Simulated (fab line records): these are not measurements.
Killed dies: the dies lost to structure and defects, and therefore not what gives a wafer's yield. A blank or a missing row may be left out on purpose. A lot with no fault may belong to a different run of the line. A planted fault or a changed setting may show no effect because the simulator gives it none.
8D (eight disciplines) problem report, filled in by code | flow sky130 | the parts of the form that need people (team, actions taken, sign-off) are left out

== 1. PROBLEM STATEMENT ==
Wafers free of any fault read 0.1263 ohm/sq (standard deviation 0.0011) for METAL2_ALCU_RS at SKY_METAL2_RS_MEAS_05, against a mean of 0.2560 ohm/sq on 2 wafers of 2 lots. So: +99 or more standard deviations from the usual mean.
The step: measures by four-point-probe.
First observed at day 37 15:38: wafer L916.6, on filmMetro-02. The record has a number at this step for 30 wafers belonging to 10 lots. By rule, "out" or "out of limits" means more than 4 standard deviations away from the usual mean. The other wafers with a number count as sound.

== 2. WHAT IT IS, WHAT IT ISN'T ==
question                    | is                | is not
which readings at this step | METAL2_ALCU_RS    | -
which lots                  | L916, L918        | L906, L907, L911, L913, L923, L924, L925, L926
which wafers of those lots  | L916.6, L918.6    | L916.3, L916.4, L918.1, L918.5
read on which gauges        | filmMetro-02      | filmMetro-01, filmMetro-03
when                        | from day 37 15:38 | up to then (14 sound wafers); but 14 sound wafers of L918, L923, L924, L925, L926 came after

== 3. SUSPECTS, AND WHAT RULES EACH OUT ==
Counting: if a tool at a process step up to the reading ran every lot that is out, it stays a suspect. Sound lots after the first of them don't rule it out here, since some wafers of a struck lot are sound.
- ruled out: the gauge at SKY_METAL2_RS_MEAS_05. All the wafers that are out were read on filmMetro-02, but those of them that SKY_METAL2_METAL_ETCH_19 has rows for are out there too, on other tools.
- pvdSputter-01 at SKY_METAL2_SPUTTER_02 (material AlCu, target thk 250 nm, time 13.3 s): kept. It processed each lot that is out (first: L916, day 37 15:30); up to then, its last sound lot is L911 (day 36 10:08).
After counting, what remains is pvdSputter-01 at SKY_METAL2_SPUTTER_02.

== 4. THE CAUSE (what the simulator had put in) ==
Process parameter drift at SKY_METAL2_SPUTTER_02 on pvdSputter-01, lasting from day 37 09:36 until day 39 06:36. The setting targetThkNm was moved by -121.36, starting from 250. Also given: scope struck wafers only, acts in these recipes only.
Only this tool survived the counting.

== 5. SEQUENCE OF EFFECTS, ordered by route ==
Each row: a reading where the mean over the struck wafers with a number is more than 3 standard deviations away from the usual. Readings are gone through only where the record gives a usual standard deviation; hours: the median, over the lots, of the time from a lot's start at the first step in this table giving one to that lot's start at this step; sigmas: the change measured in usual standard deviations.
hours | step                     | reading         | usual         | on struck wafers | change  | sigmas
0     | SKY_METAL2_RS_MEAS_05    | METAL2_ALCU_RS  | 0.1263 ohm/sq | 0.2560           | +0.1298 | +99 or more
0     | SKY_METAL2_THK_MEAS_06   | METAL2_ALCU_THK | 251 nm        | 128              | -122    | -38
25    | SKY_METAL2_METAL_ETCH_19 | oesProductAu    | 0.856 a.u.    | 0.720            | -0.136  | -26
It contains these process steps:
- SKY_METAL2_METAL_ETCH_19: etches the open film in Cl2/BCl3, stops on SiO2, target depth 360 nm, time 78 s.

== 6. HOW IT WOULD HAVE BEEN CAUGHT EARLIER ==
In this record the first reading out of limits at a measuring or inspecting step was taken at day 37 15:38, 6 hours after the fault began at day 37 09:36.
An alarm limit of 4 standard deviations would not have fired on the tool readings at SKY_METAL2_SPUTTER_02 for which the record gives a usual standard deviation, since none of them was out on any struck wafer.
Of the lots that are out (2), L918 began SKY_METAL2_SPUTTER_02 on pvdSputter-01 after day 37 15:38. A hold on the tool at that time would have spared it.
